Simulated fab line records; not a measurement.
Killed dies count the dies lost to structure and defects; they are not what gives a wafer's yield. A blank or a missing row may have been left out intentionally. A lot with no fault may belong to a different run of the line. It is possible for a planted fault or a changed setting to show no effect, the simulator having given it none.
Which tool is to blame? + flow sky130 + route of 708 steps, sampled at 1 step: 12 lots, 36 wafers

WHAT EACH GAUGE READ, for each wafer
SKY_PWDE_OVL_MEAS_07.
| lot  | measured    | on         | PWDE_OVL (nm)  |
|------|-------------|------------|----------------|
| L075 | day 4 00:16 | overlay-02 | -0.8 -0.6 -0.8 |
| L077 | day 4 13:19 | overlay-02 | 2.0 -1.7 -1.5  |
| L079 | day 4 23:48 | overlay-01 | 0.8 1.1 -0.6   |
| L081 | day 5 12:07 | overlay-02 | -0.2 0.2 0.8   |
| L083 | day 5 23:28 | overlay-02 | 0.4 0.7 -0.7   |
| L085 | day 6 09:16 | overlay-02 | -0.1 -0.4 -0.5 |
| L087 | day 6 21:06 | overlay-02 | -0.8 -1.3 -0.3 |
| L089 | day 7 06:48 | overlay-01 | 0.7 0.7 0.0    |
| L091 | day 8 01:07 | overlay-01 | -0.1 0.1 1.1   |
| L093 | day 8 13:42 | overlay-02 | 1.3 0.5 2.0    |
| L094 | day 8 19:44 | overlay-02 | 0.2 1.7 1.8    |
| L097 | day 9 10:53 | overlay-01 | 1.4 2.5 1.5    |

TOOL THAT RAN EACH LOT (tool first, then ch and the chambers of the sampled wafers, then the start)
The record shows no process step preceding these readings.

THE ANSWER, worked out from the rows above alone
Rule: the usual values come from the lots themselves. The widest of any qualifying gaps counts: lots, ordered by their means at a reading, are off when they make up no more than a third of the lots, leave a main group of 4 or more, and stand apart from it by 3 or more times the standard deviation of that group's means. The tables above print the reading to a certain number of digits; a main group whose means all agree to those digits is not used. Also off: a lot with no number at a reading for which 4 or more lots have one. Any other lot the step has rows for is counted as sound.
Nothing can be told from this: no lot is off at any reading shown.

WHAT HAD BEEN PUT IN BY THE SIMULATOR
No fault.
